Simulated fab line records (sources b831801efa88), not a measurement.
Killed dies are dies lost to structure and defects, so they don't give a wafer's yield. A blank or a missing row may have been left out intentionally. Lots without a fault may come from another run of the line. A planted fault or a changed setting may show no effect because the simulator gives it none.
Which tool is to blame? + flow gf180mcu + 14 lots with 42 wafers sampled at 5 steps, on a route of 602 steps

WHAT THE GAUGES READ, wafer by wafer
GF_DNWELL_TW_MEAS_09.
| lot  | measured    | on            | DNWELL_TW                     |
|------|-------------|---------------|-------------------------------|
| L761 | day 2 20:04 | film metro-02 | 1368 1365 1363                |
| L762 | day 3 02:08 | film metro-04 | 1340 1339 1347                |
| L763 | day 3 06:34 | film metro-02 | 1373 1368 1370                |
| L764 | day 3 10:16 | film metro-04 | 1360 1348 1359                |
| L765 | day 3 17:22 | film metro-02 | 1371 1374 1374                |
| L768 | day 4 07:10 | film metro-02 | 1380 1381 1384                |
| L770 | day 4 20:38 | film metro-03 | 1361 1358 1352                |
| L772 | day 5 05:34 | film metro-02 | 1387 1375 1380                |
| L773 | day 5 12:16 | film metro-04 | 1354 1364 1367                |
| L774 | day 5 15:43 | film metro-02 | 1378 1379 1383                |
| L778 | day 6 12:05 | film metro-03 | 1355 1356 1354                |
| L779 | day 6 17:34 | film metro-02 | 1552 1550 1554 1561 1559 1563 |
| L780 | day 6 23:58 | film metro-03 | 1349 1357 1363                |
| L781 | day 7 04:28 | film metro-04 | 1517 1526 1509 1519 1526 1525 |

GF_NWELL_OVL_MEAS_07.
| lot  | measured    | on         | NWELL_OVL (nm) |
|------|-------------|------------|----------------|
| L761 | day 3 08:10 | overlay-02 | -1.3 -1.0 -0.2 |
| L762 | day 3 14:53 | overlay-02 | -1.4 -1.5 1.4  |
| L763 | day 3 19:55 | overlay-01 | 1.9 3.3 0.9    |
| L764 | day 3 23:13 | overlay-01 | -0.7 2.2 -0.8  |
| L765 | day 4 06:34 | overlay-01 | -0.6 0.3 -0.5  |
| L768 | day 4 20:37 | overlay-01 | -0.4 -0.5 0.3  |
| L770 | day 5 11:02 | overlay-01 | -2.6 -3.1 -1.9 |
| L772 | day 5 20:19 | overlay-01 | -0.6 -2.3 -5.3 |
| L773 | day 6 03:25 | overlay-02 | 0.3 0.8 -0.6   |
| L774 | day 6 06:34 | overlay-01 | 1.9 0.6 0.0    |
| L778 | day 7 03:46 | overlay-02 | -1.2 -3.1 -1.7 |
| L779 | day 7 09:25 | overlay-02 | 0.5 0.8 1.7    |
| L780 | day 7 15:19 | overlay-01 | -1.5 -1.1 1.6  |
| L781 | day 7 21:10 | overlay-02 | 0.2 0.8 -3.1   |

GF_NWELL_TW_MEAS_11.
| lot  | measured    | on            | NWELL_TW       |
|------|-------------|---------------|----------------|
| L761 | day 3 08:36 | film metro-02 | 1598 1597 1594 |
| L762 | day 3 15:19 | film metro-02 | 1596 1600 1602 |
| L763 | day 3 20:21 | film metro-04 | 1559 1563 1566 |
| L764 | day 3 23:39 | film metro-04 | 1573 1570 1560 |
| L765 | day 4 07:00 | film metro-02 | 1602 1603 1609 |
| L768 | day 4 21:03 | film metro-02 | 1614 1615 1605 |
| L770 | day 5 11:28 | film metro-04 | 1589 1589 1589 |
| L772 | day 5 20:45 | film metro-02 | 1606 1617 1607 |
| L773 | day 6 03:51 | film metro-02 | 1622 1611 1617 |
| L774 | day 6 07:00 | film metro-02 | 1607 1605 1612 |
| L778 | day 7 04:13 | film metro-01 | 1578 1568 1574 |
| L779 | day 7 09:51 | film metro-01 | 1560 1569 1571 |
| L780 | day 7 15:46 | film metro-04 | 1578 1579 1572 |
| L781 | day 7 21:36 | film metro-02 | 1608 1604 1595 |

GF_VT_IMPLANT_OVL_MEAS_18.
| lot  | measured     | on         | VT_IMPLANT_01_OVL (nm) |
|------|--------------|------------|------------------------|
| L761 | day 6 06:31  | overlay-02 | -1.2 -1.0 -1.5         |
| L762 | day 6 14:17  | overlay-02 | -0.1 0.1 1.8           |
| L763 | day 6 20:37  | overlay-02 | -1.2 -1.2 -0.7         |
| L764 | day 6 22:37  | overlay-02 | -0.7 -0.1 -0.1         |
| L765 | day 7 07:01  | overlay-02 | -1.6 -0.9 -1.2         |
| L768 | day 8 00:22  | overlay-02 | -0.3 -1.1 -0.1         |
| L770 | day 8 16:44  | overlay-01 | 0.7 0.7 1.2            |
| L772 | day 9 05:13  | overlay-01 | 1.3 0.2 1.1            |
| L773 | day 9 12:46  | overlay-01 | -1.7 -0.8 -2.2         |
| L774 | day 9 15:19  | overlay-02 | -0.1 0.9 -2.8          |
| L778 | day 10 16:19 | overlay-02 | 1.1 1.2 1.8            |
| L779 | day 10 21:31 | overlay-02 | 0.2 0.2 -0.4           |
| L780 | day 11 05:01 | overlay-01 | -1.8 1.2 0.6           |
| L781 | day 11 13:40 | overlay-01 | 0.2 0.1 0.3            |

WHAT TOOL EACH LOT RAN ON (gives the tool, then ch and the chambers of the sampled wafers, and finally the start)
| lot  | GF_DNWELL_IMPLANT_07           |
|------|--------------------------------|
| L761 | implanter-02 ch 0, day 2 19:49 |
| L762 | implanter-02 ch 0, day 3 01:52 |
| L763 | implanter-01 ch 0, day 3 06:19 |
| L764 | implanter-01 ch 0, day 3 10:01 |
| L765 | implanter-02 ch 0, day 3 17:07 |
| L768 | implanter-04 ch 0, day 4 06:46 |
| L770 | implanter-02 ch 0, day 4 20:25 |
| L772 | implanter-02 ch 0, day 5 05:16 |
| L773 | implanter-01 ch 0, day 5 12:01 |
| L774 | implanter-04 ch 0, day 5 15:28 |
| L778 | implanter-01 ch 0, day 6 11:50 |
| L779 | implanter-04 ch 0, day 6 17:19 |
| L780 | implanter-01 ch 0, day 6 23:44 |
| L781 | implanter-04 ch 0, day 7 04:13 |
- GF_DNWELL_IMPLANT_07

AS READ BY THE TOOLS THEMSELVES (means over the sampled wafers that have a number; for cases with no such wafer, the mark the record gives instead)
GF_DNWELL_IMPLANT_07.
| lot  | tool         | tilt deg (degrees) |
|------|--------------|--------------------|
| L761 | implanter-02 | -0.005             |
| L762 | implanter-02 | 0.023              |
| L763 | implanter-01 | -0.039             |
| L764 | implanter-01 | -0.005             |
| L765 | implanter-02 | 0.027              |
| L768 | implanter-04 | 0.010              |
| L770 | implanter-02 | -0.041             |
| L772 | implanter-02 | 0.009              |
| L773 | implanter-01 | -0.000             |
| L774 | implanter-04 | 0.001              |
| L778 | implanter-01 | 0.012              |
| L779 | implanter-04 | 6.438              |
| L780 | implanter-01 | -0.020             |
| L781 | implanter-04 | 6.436              |

THE ANSWER, worked out from the rows above alone
Rule: the usual values come from the lots themselves. Put in order of their means at a reading, lots are off if they are a third of the lots or fewer, leave a main group of 4 or more, and stand apart from it by a gap of 3 or more times the standard deviation of the main group's means; of several such gaps the widest counts. If all means in a main group match to the digits the tables above print for the reading, that group is not used. A lot without any number at a reading at which 4 lots or more have one is off too. All remaining lots with rows at the step are treated as sound. The gauges are gone through in route order, then the tools' own readings, and for those a lot's mean is taken as printed above. The first step at which some lot is off is used, and at that step the reading that is off furthest; a lot without a number counts as furthest.
Off: L779, L781, at GF_DNWELL_TW_MEAS_09 (DNWELL_TW). Mean 1365 and standard deviation 12 in the main group.
If a tool, at a process step before that reading, ran all the lots that are off and no sound lot after the first of them, it fits. The gauges at GF_DNWELL_TW_MEAS_09 aren't tried: what is off there is off at GF_DNWELL_IMPLANT_07 too, on other tools, and a gauge's error can't cause that. One fits: implanter-04 at GF_DNWELL_IMPLANT_07. Its last sound lot is L774 (day 5 15:28), its first lot that is off L779 (day 6 17:19): a fault that began between those two fits.
The tool's own readings at GF_DNWELL_IMPLANT_07 bear it out: on the lots that are off they differ by more than 5 times the standard deviation of the sound lots' means. tilt deg reads 6.437 degrees there against -0.002 degrees on the sound lots.

WHAT THE SIMULATOR HAD INSERTED
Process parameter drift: implanter-04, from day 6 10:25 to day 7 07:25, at GF_DNWELL_IMPLANT_07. Setting tilt deg shifted by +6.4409 from 0. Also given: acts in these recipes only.
Shown lots that were struck: L779, L781. The same result came from the rule above.
